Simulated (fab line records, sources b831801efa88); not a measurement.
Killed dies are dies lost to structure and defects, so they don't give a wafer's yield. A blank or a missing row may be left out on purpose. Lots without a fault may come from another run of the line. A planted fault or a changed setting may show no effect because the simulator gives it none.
fab line records | flow sky130
record lots=14 wafers=42 last_day=50
route steps=708 shown LI_CONTACT@376 CONTACT@429 METAL1@453 VIA2@521 METAL3@532
lots that met no fault: from a run of the same line without faults
start_h: hours from the record's first day to the start of the lot's first wafer shown | wait_h: hours since the lot's step before | " the same as in the row above | L1.1+2: a row that stands for several wafers | - no value, or no start given | * or withheld: withheld | < > ~ a bound
route shown NAME@n: a module of which the file shows steps, and the number in the route of the first | usual: mean/standard deviation of fault-free wafers | same: alike in all rows | chamber/n: place in a boat | sites: the reading at each site | _std_site: their standard deviation | _edge_site: outer sites' mean less inner sites' | radius_mm: how far each site lies from the wafer's centre | mask NAME#n: copy n | behind: the tool/chamber that last shaped the wafer | hold: why the lot was held/for how many hours/how that ended | device: the transistor (n, p or np) that didn't switch | end of line: the same wafers' tests at the end of the route | a step without rows: its recipe alone | killed: dies lost to structure and defects at the first sort, not the wafer's yield | map: a wafer's dies, x killed, . not, _ none there
set.NAME: the setting as run; set.NAME@STEP: as run at that earlier step | model.NAME: the simulator's own value behind a step, which no gauge read
steps of the route over a sample of lots; a table a step, a row a wafer
services: from which hour (start_h, from the record's first day; less than 0 if before it) a tool's chamber was out of use, for how many hours, and why
## steps
# step SKY_LI_CONTACT_ETCH_14
# recipe chemistry=N2/H2 target=BARC ion_energy_ev=200 source_w=500 bias_w=100 pressure_mtorr=30 n2_flow_sccm=100 h2_flow_sccm=200 stop_on=SiO2 time_s=45.9 target_depth_a=600
# usual drypump_motor_current_A=5.8/0.44 oes_product_au=0.856/0.0047 throttle_valve_pct=13.224/0.0084
# columns lot.wafer tool chamber start_h wait_h drypump_motor_current_A oes_product_au rf_hours_counter_h throttle_valve_pct
L668.2 rie_diel-02 2 671.94 0.0 5.6 0.854 6 13.215
L668.3 " 3 " " 5.5 0.852 4 13.228
L668.4 " 0 " " 6.3 0.853 41 13.218
L669.2 rie_diel-02 0 681.53 0.0 6.3 0.850 41 13.231
L669.3 " 2 " " 5.6 0.861 6 13.212
L669.5 " 2 " " 5.6 0.859 - 13.235
L670.1 rie_diel-02 0 688.54 0.0 6.3 0.850 41 13.232
L670.2 " 2 " " 5.6 0.856 7 13.226
L670.6 " 1 " " 5.9 0.855 - 13.232
L672.1 rie_diel-01 3 713.14 0.0 6.3 0.854 46 13.236
L672.5 " 2 " " 5.1 0.858 - 13.216
L672.6 " 3 " " 6.2 0.859 - 13.225
L675.1 rie_diel-01 3 736.53 0.0 6.2 0.855 47 13.235
L675.4 " 3 " " 6.2 0.863 - 13.229
L675.6 " 1 " " 5.8 0.854 - 13.223
L676.3 rie_diel-02 0 737.64 0.0 6.3 0.853 42 13.220
L676.4 " 2 " " 5.6 0.864 8 13.225
L676.6 " 1 " " 5.9 0.855 - 13.226
L677.2 rie_diel-02 2 763.98 0.0 5.6 0.848 8 13.231
L677.4 " 3 " " 5.5 0.855 - 13.211
L677.5 " 2 " " 5.7 0.853 - 13.236
L678.1 rie_diel-03 0 765.09 0.0 5.6 0.845 10 13.214
L678.2 " 1 " " 6.2 0.851 13 13.220
L678.5 " 2 " " 6.3 0.861 - 13.218
L681.4 rie_diel-02 0 788.01 0.0 6.4 0.856 - 13.224
L681.5 " 3 " " 5.5 0.857 - 13.229
L681.6 " 2 " " 5.6 0.853 - 13.218
L682.4 rie_diel-02 2 796.39 0.0 5.6 0.858 9 13.217
L682.5 " 3 " " 5.5 0.852 - 13.215
L682.6 " 0 " " 6.3 0.852 - 13.238
L683.2 rie_diel-01 1 803.69 0.0 5.8 0.851 6 13.225
L683.4 " 0 " " 5.5 0.850 2 13.218
L683.6 " 3 " " 6.3 0.850 - 13.222
L684.1 rie_diel-01 3 804.88 0.0 6.3 0.853 2 13.216
L684.5 " 2 " " 5.2 0.861 - 13.203
L684.6 " 3 " " 6.3 0.848 - 13.224
L687.1 rie_diel-01 3 835.39 0.0 6.3 0.854 3 13.217
L687.2 " 2 " " 5.2 0.858 22 13.223
L687.5 " 0 " " 5.5 0.852 - 13.220
L688.4 rie_diel-01 3 844.08 0.0 6.2 0.853 3 13.230
L688.5 " 0 " " 5.5 0.854 - 13.237
L688.6 " 3 " " 6.2 0.848 - 13.246
# step SKY_CONTACT_SPUTTER_23
# recipe material=TiN target_thk_nm=20 chamber_pressure_pa=5 power_w=4000 time_s=77.13
# usual throttle_valve_pct=29.5/0.91
# columns lot.wafer tool chamber start_h wait_h throttle_valve_pct
L668.2 pvd_sputter-02 - 731.26 0.0 28.1
L668.3 " - " " 28.2
L668.4 " - " " 29.3
L669.2 pvd_sputter-02 - 739.61 0.0 28.4
L669.3 " - " " 27.8
L669.5 " - " " 29.7
L670.1 pvd_sputter-03 - 748.23 0.0 30.8
L670.2 " - " " 29.2
L670.6 " - " " 29.0
L672.1 pvd_sputter-04 - 772.11 0.0 30.9
L672.5 " - " " 29.5
L672.6 " - " " 30.7
L675.1 pvd_sputter-04 - 794.01 0.0 30.5
L675.4 " - " " 29.8
L675.6 " - " " 30.4
L676.3 pvd_sputter-03 - 796.11 0.0 29.3
L676.4 " - " " 29.2
L676.6 " - " " 30.4
L677.2 pvd_sputter-04 - 818.77 0.0 30.7
L677.4 " - " " 30.6
L677.5 " - " " 29.7
L678.1 pvd_sputter-03 - 822.07 0.0 29.5
L678.2 " - " " 29.4
L678.5 " - " " 30.7
L681.4 pvd_sputter-03 - 842.12 0.0 29.4
L681.5 " - " " 30.9
L681.6 " - " " 29.3
L682.4 pvd_sputter-02 - 851.74 0.0 29.5
L682.5 " - " " 29.5
L682.6 " - " " 28.9
L683.2 pvd_sputter-02 - 859.15 0.0 28.4
L683.4 " - " " 28.1
L683.6 " - " " 28.0
L684.1 pvd_sputter-02 - 860.79 0.0 29.2
L684.5 " - " " 28.3
L684.6 " - " " 28.2
L687.1 pvd_sputter-02 - 890.66 0.0 29.1
L687.2 " - " " 28.4
L687.5 " - " " 27.9
L688.4 pvd_sputter-02 - 897.71 0.0 28.2
L688.5 " - " " 28.2
L688.6 " - " " 28.1
# step SKY_METAL1_METAL_ETCH_19
# recipe target_depth_a=3600 stop_on=SiO2 over_etch_frac=0.3 time_s=78 chemistry=Cl2/BCl3 resist_sidewall_deg=88 pressure_mtorr=10 icp_w=900 bias_w=48.5 Cl2_flow_sccm=60 bcl3_flow_sccm=30
# usual drypump_motor_current_A=5.5/0.45 oes_product_au=0.855/0.0052 throttle_valve_pct=22.264/0.0091
# columns lot.wafer tool chamber start_h wait_h drypump_motor_current_A oes_product_au rf_hours_counter_h throttle_valve_pct
L668.2 rie_metal-04 1 760.74 0.0 5.0 0.854 4 22.272
L668.3 " 0 " " 5.8 0.859 - 22.268
L668.4 " 1 " " 5.0 0.854 - 22.264
L669.2 rie_metal-02 1 768.64 0.0 5.8 0.853 13 22.255
L669.3 " 1 " " 5.8 0.856 - 22.267
L669.5 " 1 " " 5.8 0.857 - 22.255
L670.1 rie_metal-04 1 776.52 0.0 5.0 0.853 4 22.255
L670.2 " 0 " " 5.8 0.846 6 22.268
L670.6 " 1 " " 5.0 0.847 - 22.269
L672.1 rie_metal-02 1 799.64 0.1 5.8 0.861 14 22.257
L672.5 " 1 " " 5.8 0.869 - 22.267
L672.6 " 1 " " 5.8 0.861 - 22.259
L675.1 rie_metal-02 0 821.78 0.1 5.7 0.855 1 22.268
L675.4 " 0 " " 5.7 0.846 - 22.247
L675.6 " 0 " " 5.7 0.850 - 22.256
L676.3 rie_metal-04 1 823.04 0.1 5.0 0.857 - 22.268
L676.4 " 0 " " 5.8 0.851 - 22.261
L676.6 " 1 " " 5.0 0.851 - 22.268
L677.2 rie_metal-04 0 845.17 0.0 5.8 0.858 8 22.275
L677.4 " 0 " " 5.8 0.855 - 22.268
L677.5 " 1 " " 5.0 0.860 - 22.256
L678.1 rie_metal-01 0 848.98 0.0 5.2 0.862 2 22.273
L678.2 " 1 " " 6.4 0.863 16 22.271
L678.5 " 1 " " 6.4 0.857 - 22.269
L681.4 rie_metal-02 1 869.21 0.1 5.8 0.858 - 22.257
L681.5 " 0 " " 5.7 0.845 - 22.261
L681.6 " 1 " " 5.8 0.861 - 22.267
L682.4 rie_metal-04 1 878.71 0.1 5.0 0.854 - 22.272
L682.5 " 1 " " 5.0 0.858 - 22.259
L682.6 " 0 " " 5.8 0.856 - 22.265
L683.2 rie_metal-04 0 886.24 0.0 5.8 0.859 9 22.270
L683.4 " 0 " " 5.8 0.855 - 22.267
L683.6 " 0 " " 5.8 0.853 - 22.282
L684.1 rie_metal-04 1 887.39 0.0 5.0 0.863 8 22.268
L684.5 " 1 " " 5.0 0.853 - 22.242
L684.6 " 0 " " 5.8 0.855 - 22.261
L687.1 rie_metal-04 1 916.34 0.0 5.0 0.863 9 22.255
L687.2 " 0 " " 5.8 0.863 11 22.284
L687.5 " 1 " " 5.0 0.850 - 22.267
L688.4 rie_metal-01 0 924.07 0.1 5.2 0.860 - 22.269
L688.5 " 1 " " 6.4 0.856 - 22.271
L688.6 " 0 " " 5.2 0.864 - 22.267
# step SKY_VIA2_ETCH_14
# recipe chemistry=N2/H2 target=BARC ion_energy_ev=200 source_w=500 bias_w=100 pressure_mtorr=30 n2_flow_sccm=100 h2_flow_sccm=200 stop_on=SiO2 time_s=45.9 target_depth_a=600
# usual drypump_motor_current_A=5.8/0.39 oes_product_au=0.856/0.0045 throttle_valve_pct=13.225/0.0092
# columns lot.wafer tool chamber start_h wait_h drypump_motor_current_A oes_product_au rf_hours_counter_h throttle_valve_pct
L668.2 rie_diel-04 3 844.40 0.0 5.7 0.865 21 13.234
L668.3 " 1 " " 5.7 0.854 19 13.228
L668.4 " 2 " " 5.4 0.853 8 13.221
L669.2 rie_diel-04 1 852.20 0.0 5.7 0.857 19 13.220
L669.3 " 0 " " 6.1 0.850 6 13.222
L669.5 " 2 " " 5.4 0.855 - 13.218
L670.1 rie_diel-04 0 859.39 0.0 6.2 0.857 7 13.230
L670.2 " 1 " " 5.7 0.852 20 13.224
L670.6 " 2 " " 5.4 0.853 - 13.234
L672.1 rie_diel-04 2 882.24 0.0 5.4 0.853 10 13.232
L672.5 " 2 " " 5.4 0.852 - 13.222
L672.6 " 1 " " 5.7 0.857 - 13.208
L675.1 rie_diel-02 1 902.49 0.0 5.9 0.861 13 13.220
L675.4 " 3 " " 5.5 0.858 10 13.219
L675.6 " 1 " " 5.9 0.859 - 13.235
L676.3 rie_diel-03 0 903.64 0.0 5.6 0.858 14 13.235
L676.4 " 3 " " 4.7 0.855 3 13.230
L676.6 " 2 " " 6.3 0.856 - 13.221
L677.2 rie_diel-03 3 924.90 0.0 4.7 0.856 4 13.226
L677.4 " 0 " " 5.6 0.851 15 13.219
L677.5 " 3 " " 4.7 0.859 - 13.228
L678.1 rie_diel-02 1 928.69 0.0 5.9 0.852 13 13.216
L678.2 " 2 " " 5.6 0.854 13 13.232
L678.5 " 2 " " 5.7 0.858 - 13.238
L681.4 rie_diel-02 2 948.47 0.0 5.6 0.858 13 13.199
L681.5 " 0 " " 6.3 0.851 - 13.226
L681.6 " 3 " " 5.5 0.853 - 13.212
L682.4 rie_diel-02 3 956.19 0.0 5.5 0.855 12 13.214
L682.5 " 2 " " 5.6 0.858 - 13.231
L682.6 " 1 " " 5.9 0.854 - 13.218
L684.1 rie_diel-03 1 964.94 0.0 6.2 0.857 21 13.226
L684.5 " 0 " " 5.6 0.855 - 13.224
L684.6 " 3 " " 4.7 0.852 - 13.241
L683.2 rie_diel-04 0 965.35 0.0 6.1 0.857 10 13.233
L683.4 " 1 " " 5.7 0.852 23 13.218
L683.6 " 0 " " 6.2 0.852 - 13.227
L687.1 rie_diel-04 2 991.80 0.0 5.4 0.857 12 13.238
L687.2 " 0 " " 6.2 0.708 11 13.226
L687.5 " 0 " " 6.1 0.715 - 13.216
L688.4 rie_diel-04 2 1000.59 0.0 5.5 0.860 12 13.230
L688.5 " 1 " " 5.7 0.861 - 13.229
L688.6 " 0 " " 6.1 0.714 - 13.206
# step SKY_VIA2_ETCH_15
# recipe target=SiO2 chemistry=C4F8/O2/Ar target_depth_nm=546 stop_on=TiN mask_material=KrF-thick source_w=1500 bias_w=1200 pressure_mtorr=40 c4f8_flow_sccm=withheld O2_flow_sccm=6 Ar_flow_sccm=300 time_s=84
# usual oes_product_au=0.940/0.0048
# columns lot.wafer tool chamber start_h wait_h oes_product_au rf_hours_counter_h
L668.2 rie_diel-04 3 844.44 0.0 0.939 21
L668.3 " 1 " " 0.943 19
L668.4 " 2 " " 0.947 8
L669.2 rie_diel-04 1 852.24 0.0 0.940 19
L669.3 " 0 " " 0.939 7
L669.5 " 2 " " 0.940 -
L670.1 rie_diel-04 0 859.43 0.0 0.948 7
L670.2 " 1 " " 0.943 20
L670.6 " 2 " " 0.933 -
L672.1 rie_diel-04 2 882.28 0.0 0.936 10
L672.5 " 2 " " 0.935 -
L672.6 " 1 " " 0.934 -
L675.1 rie_diel-02 1 902.53 0.0 0.944 13
L675.4 " 3 " " 0.937 10
L675.6 " 1 " " 0.940 -
L676.3 rie_diel-03 0 903.68 0.0 0.935 14
L676.4 " 3 " " 0.946 3
L676.6 " 2 " " 0.939 -
L677.2 rie_diel-03 3 924.94 0.0 0.943 4
L677.4 " 0 " " 0.945 15
L677.5 " 3 " " 0.943 -
L678.1 rie_diel-02 1 928.73 0.0 0.951 13
L678.2 " 2 " " 0.943 13
L678.5 " 2 " " 0.938 -
L681.4 rie_diel-02 2 948.51 0.0 0.937 13
L681.5 " 0 " " 0.946 -
L681.6 " 3 " " 0.940 -
L682.4 rie_diel-02 3 956.23 0.0 0.940 12
L682.5 " 2 " " 0.939 -
L682.6 " 1 " " 0.947 -
L684.1 rie_diel-03 1 964.98 0.0 0.933 21
L684.5 " 0 " " 0.942 -
L684.6 " 3 " " 0.942 -
L683.2 rie_diel-04 0 965.39 0.0 0.930 10
L683.4 " 1 " " 0.936 23
L683.6 " 0 " " 0.941 -
L687.1 rie_diel-04 2 991.84 0.0 0.935 12
L687.2 " 0 " " 0.371 11
L687.5 " 0 " " 0.376 -
L688.4 rie_diel-04 2 1000.63 0.0 0.941 12
L688.5 " 1 " " 0.944 -
L688.6 " 0 " " 0.379 -
# step SKY_VIA2_STRIP_16
# recipe chemistry=O2/N2 power_w=1400 pressure_mtorr=1500 platen_temp_c=withheld o2_flow_sccm=3000 n2_flow_sccm=300 overash_fraction=0.5
# usual drypump_motor_current_A=5.99/0.26 oes_product_au=0.400/0.0046 strip_time_to_endpoint_s=4.055/0.021
# columns lot.wafer tool chamber start_h wait_h drypump_motor_current_A oes_product_au rf_hours_counter_h strip_time_to_endpoint_s
L668.2 plasma_asher-03 1 844.50 0.0 6.02 0.395 101 4.095
L668.3 " 1 " " 6.00 0.403 - 4.074
L668.4 " 0 " " 6.42 0.396 - 4.067
L669.2 plasma_asher-04 1 852.30 0.0 5.97 0.400 42 4.066
L669.3 " 0 " " 6.23 0.398 - 4.062
L669.5 " 1 " " 5.97 0.399 - 4.081
L670.1 plasma_asher-04 0 859.49 0.0 6.21 0.396 43 4.079
L670.2 " 1 " " 5.95 0.399 43 4.054
L670.6 " 0 " " 6.24 0.400 - 4.067
L672.1 plasma_asher-02 1 882.34 0.0 5.72 0.399 75 4.069
L672.5 " 0 " " 5.63 0.401 - 4.065
L672.6 " 1 " " 5.73 0.406 - 4.067
L675.1 plasma_asher-03 0 902.59 0.0 6.41 0.409 107 4.036
L675.4 " 1 " " 6.02 0.401 - 4.022
L675.6 " 0 " " 6.41 0.399 - 4.040
L676.3 plasma_asher-02 1 903.78 0.1 5.73 0.394 - 4.050
L676.4 " 0 " " 5.56 0.398 - 4.067
L676.6 " 1 " " 5.73 0.405 - 4.051
L677.2 plasma_asher-02 0 925.00 0.0 5.62 0.409 78 4.052
L677.4 " 1 " " 5.71 0.397 - 4.032
L677.5 " 0 " " 5.62 0.400 - 4.071
L678.1 plasma_asher-04 0 928.79 0.0 6.21 0.406 50 4.073
L678.2 " 1 " " 5.99 0.391 50 4.047
L678.5 " 1 " " 5.97 0.408 - 4.048
L681.4 plasma_asher-03 0 948.61 0.1 6.45 0.401 - 4.054
L681.5 " 0 " " 6.45 0.400 - 4.081
L681.6 " 1 " " 6.00 0.391 - 4.065
L682.4 plasma_asher-04 1 956.33 0.1 5.96 0.399 - 4.054
L682.5 " 0 " " 6.22 0.406 - 4.032
L682.6 " 1 " " 5.98 0.403 - 4.103
L684.1 plasma_asher-04 1 965.05 0.0 5.97 0.401 54 4.024
L684.5 " 1 " " 5.98 0.403 - 4.043
L684.6 " 0 " " 6.22 0.405 - 4.066
L683.2 plasma_asher-04 0 965.45 0.0 6.21 0.406 54 4.056
L683.4 " 0 " " 6.19 0.393 - 4.063
L683.6 " 1 " " 5.97 0.402 - 4.097
L687.1 plasma_asher-02 0 991.90 0.0 5.60 0.399 85 4.074
L687.2 " 1 " " 5.71 0.409 85 4.253
L687.5 " 0 " " 5.59 0.411 - 4.275
L688.4 plasma_asher-02 0 1000.81 0.2 5.60 0.393 - 4.071
L688.5 " 1 " " 5.70 0.403 - 4.070
L688.6 " 0 " " 5.60 0.404 - 4.261
# step SKY_METAL3_SPUTTER_00
# recipe material=Ti target_thk_nm=15 power_w=3000 time_s=10 chamber_pressure_pa=0.4
# usual throttle_valve_pct=29.4/0.99
# columns lot.wafer tool chamber start_h wait_h throttle_valve_pct
L668.2 pvd_sputter-04 - 845.77 0.1 29.9
L668.3 " - " " 30.7
L668.4 " - " " 30.8
L669.2 pvd_sputter-02 - 853.70 0.2 29.0
L669.3 " - " " 28.5
L669.5 " - " " 28.9
L670.1 pvd_sputter-01 - 860.81 0.2 29.7
L670.2 " - " " 29.0
L670.6 " - " " 27.8
L672.1 pvd_sputter-02 - 883.73 0.2 27.8
L672.5 " - " " 28.4
L672.6 " - " " 29.5
L675.1 pvd_sputter-04 - 904.11 0.2 29.4
L675.4 " - " " 30.8
L675.6 " - " " 30.9
L676.3 pvd_sputter-02 - 905.01 0.1 28.5
L676.4 " - " " 29.3
L676.6 " - " " 28.4
L677.2 pvd_sputter-02 - 926.27 0.2 28.4
L677.4 " - " " 29.3
L677.5 " - " " 28.2
L678.1 pvd_sputter-04 - 930.06 0.2 29.9
L678.2 " - " " 30.6
L678.5 " - " " 30.7
L681.4 pvd_sputter-01 - 949.85 0.2 28.9
L681.5 " - " " 29.6
L681.6 " - " " 30.6
L682.4 pvd_sputter-02 - 957.56 0.1 29.0
L682.5 " - " " 29.0
L682.6 " - " " 27.9
L684.1 pvd_sputter-04 - 966.44 0.1 30.7
L684.5 " - " " 30.1
L684.6 " - " " 29.5
L683.2 pvd_sputter-01 - 966.73 0.1 30.6
L683.4 " - " " 28.8
L683.6 " - " " 29.4
L687.1 pvd_sputter-01 - 993.17 0.1 29.8
L688.4 pvd_sputter-02 - 1002.05 0.1 28.1
L688.5 " - " " 29.0
L688.6 " - " " 28.1
## services
# columns tool chamber start_h hours kind
pvd_sputter-02 - 648.87 8.5 repair
rie_diel-02 1 658.65 12.2 repair
rie_diel-02 3 680.28 5.5 repair
rie_diel-02 1 701.41 13.0 repair
rie_diel-02 - 710.57 0.6 repair
rie_diel-04 0 712.86 12.1 repair
rie_diel-02 2 761.71 1.9 repair
rie_diel-04 - 763.81 2.8 pm
rie_diel-03 2 770.64 1.2 repair
rie_diel-03 2 782.93 5.0 repair
rie_diel-02 1 785.35 9.3 repair
rie_diel-04 1 796.11 2.8 repair
rie_diel-02 1 796.60 22.4 repair
pvd_sputter-02 - 807.31 0.6 repair
rie_diel-04 1 815.08 4.6 repair
rie_diel-04 3 837.18 1.4 repair
pvd_sputter-02 - 879.21 1.4 repair
rie_diel-04 2 921.43 19.3 repair
rie_metal-04 1 928.13 5.1 repair
pvd_sputter-02 - 935.66 2.6 repair
pvd_sputter-02 - 946.19 4.0 repair
pvd_sputter-02 - 960.31 6.9 repair
rie_metal-04 - 971.70 0.7 repair
rie_diel-02 2 981.65 3.0 repair
## key
first_sign step=SKY_VIA2_ETCH_14 reading=oes_product_au direction=down sigmas=32 usual=0.856 struck=0.712
effect step=SKY_VIA2_ETCH_15 reading=oes_product_au direction=down sigmas=99+ usual=0.940 struck=0.375
effect step=SKY_VIA2_STRIP_16 reading=strip_time_to_endpoint_s direction=up sigmas=9.8 usual=* struck=*
effect step=SKY_METAL3_SPUTTER_00 reading=visit direction=missing
met_at SKY_VIA2_ETCH_14
struck_lots L687,L688
struck_wafers L687.2,L687.5,L688.6
later_rows_left_out L687.2,L687.5,L688.6
sort_left_out L687.2,L687.5,L688.6
not_acting_at SKY_LI_CONTACT_ETCH_14,SKY_CONTACT_SPUTTER_23,SKY_METAL1_METAL_ETCH_19
onset_between 965.35 991.80
fault kind=process_parameter_drift tool=rie_diel-04 chamber=0 onset_h=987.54 steps=SKY_VIA2_ETCH_14 channel=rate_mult offset=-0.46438 shape=step end_h=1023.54
# sort_left_out: the simulated sort isn't trusted on such a fault, so these wafers' sort isn't shown, and their yield isn't known
# later_rows_left_out: the simulator's readings of these wafers behind a module that went badly wrong aren't trusted and aren't shown, but for the sort
